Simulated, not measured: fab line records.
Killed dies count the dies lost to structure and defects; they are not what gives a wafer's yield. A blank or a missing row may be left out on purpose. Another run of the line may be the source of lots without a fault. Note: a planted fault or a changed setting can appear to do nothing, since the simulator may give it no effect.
Struck lot and sound lot, side by side + flow sky130 + 19 steps out of a route of 708
Sound: wafers L939.3, L939.4, L939.5. Struck: wafers L949.3, L949.4 (left out: L949.6, a lot-mate that was not struck); the cause follows at the end.
Per side, at each step with rows, come the tool, then ch with its chambers, and then its first start. Under that, the readings that differ: sound wafers + struck wafers + difference of the means + sigmas: that difference in standard deviations of wafers without a fault.
alike: readings with means less than 2 such deviations apart, plus words and numbers identical on both sides. not compared: withheld readings, readings lacking a value on some wafer, bounds such as >300 that could conceal the same value, and numbers that have no deviation in the record and whose values overlap.
The two part at a step that has a row with sigmas, a row that says differs or no value, or rows on one side only. Numbers that don't overlap but have no deviation are shown without sigmas and don't part them. A reading missing from all wafers of one side parts the sides only when that side holds two or more wafers.

SKY_METAL3_SPUTTER_02: material AlCu, target thk 735 nm, time 39.1 s.
  sound on pvd_sputter-02 at day 37 06:27; struck on pvd_sputter-04 at day 39 21:25
  alike: throttle_valve_pct
SKY_METAL3_SPUTTER_03: material Ti, target thk 5 nm, time 3.3 s.
  sound on pvd_sputter-02 at day 37 06:29; struck on pvd_sputter-04 at day 39 21:27
  alike: throttle_valve_pct
SKY_METAL3_SPUTTER_04: material TiN, target thk 70 nm, time 58.3 s.
  sound on pvd_sputter-02 at day 37 06:30; struck on pvd_sputter-04 at day 39 21:28
  alike: throttle_valve_pct
SKY_CAPM_CVD_00: deposits SiO2, target thk 15.5 nm.
  sound on pecvd-04 ch 0,1,2, day 37 06:33; struck on pecvd-04 ch 0,1, day 39 21:31
  alike: heater_power_w, rf_fwd_power_W
SKY_CAPM_THK_MEAS_01:
  sound on film_metro-04 at day 37 06:35; struck on film_metro-04 at day 39 21:34
  alike: CAPM_CVD_00_THK
SKY_CAPM_SPUTTER_02: material TiN, target thk 200 nm, time 166.7 s.
  sound on pvd_sputter-03 at day 37 06:38; struck on pvd_sputter-01 at day 39 21:36
  alike: throttle_valve_pct
SKY_CAPM_RS_MEAS_03: the measuring method here is four-point-probe.
  sound on film_metro-03 at day 37 06:47; struck on film_metro-02 at day 39 21:45
  alike: CAPM_TIN_RS
SKY_CAPM_THK_MEAS_04: measures by xrf.
  sound on film_metro-03 at day 37 06:53; struck on film_metro-02 at day 39 21:51
  alike: CAPM_TIN_THK
then, 4 steps without rows for these wafers: SKY_CAPM_DEHYDRATE_05 (time 60 s); SKY_CAPM_HMDS_06 (prime time 60 s); SKY_CAPM_COAT_07 (resist thk 1140 nm); SKY_CAPM_SOFTBAKE_08 (time 60 s).
SKY_CAPM_EXPOSE_09: exposes mask CAPM, target cd 1000 nm.
  sound on iline_stepper-02 ch 0, day 37 18:55; struck on iline_stepper-01 ch 0, day 40 10:36
  alike: mask
then, 2 steps without rows for these wafers: SKY_CAPM_PEB_10; SKY_CAPM_DEVELOP_11 (develop time 60 s).
SKY_CAPM_OVL_MEAS_12:
  sound on overlay-02 at day 38 08:15; struck on overlay-01 at day 40 21:22
  alike: CAPM_OVL
SKY_CAPM_METAL_ETCH_13: etches TiN in Cl2/BCl3, stops on SiO2, target depth 220 nm, time 62.9 s.
  sound on rie_metal-04 ch 0,1, day 38 08:18; struck on rie_metal-03 ch 0,1, day 40 21:25
| reading                     | sound         | struck    | difference | sigmas |
|-----------------------------|---------------|-----------|------------|--------|
| drypump_motor_current_A (A) | 6.1 6.3 6.3   | 5.1 5.0   | -1.2       | -2     |
| model.CAPM.cd_nm (nm)       | 995 995.3 996 | 914 911.7 | -83        |        |
  alike: oes_product_au, rf_fwd_power_W, throttle_valve_pct
  not compared: rf_hours_counter_h
then, 1 step without rows for these wafers: SKY_CAPM_STRIP_14 (strips in O2/N2).
-- the record jumps here: 8 days lie between the struck wafers' starts before and after (it left off in module CAPM and takes up again in module PAD_OPEN, whose first step shown is number 708 of the route) --
SKY_PAD_OPEN_PROBE_99:
  sound on prober-02 at day 46 12:59; struck on prober-01 at day 48 15:31
  alike: defect_limited_yield, killed_at_M0_to_M3, killed_at_M4_up, killed_at_contacts, killed_at_front_end, killed_at_other, killed_dies, killed_open, killed_short, sort_bin_3_pad_short, sort_bin_5_function, sort_bin_6_memory, sort_n_pass, sort_yield_pct

## WHERE THEY PART
Within this record, at SKY_CAPM_METAL_ETCH_13 only. Later steps at which nothing parts them and some readings are alike: SKY_PAD_OPEN_PROBE_99.

WHY: whatever the simulator had introduced
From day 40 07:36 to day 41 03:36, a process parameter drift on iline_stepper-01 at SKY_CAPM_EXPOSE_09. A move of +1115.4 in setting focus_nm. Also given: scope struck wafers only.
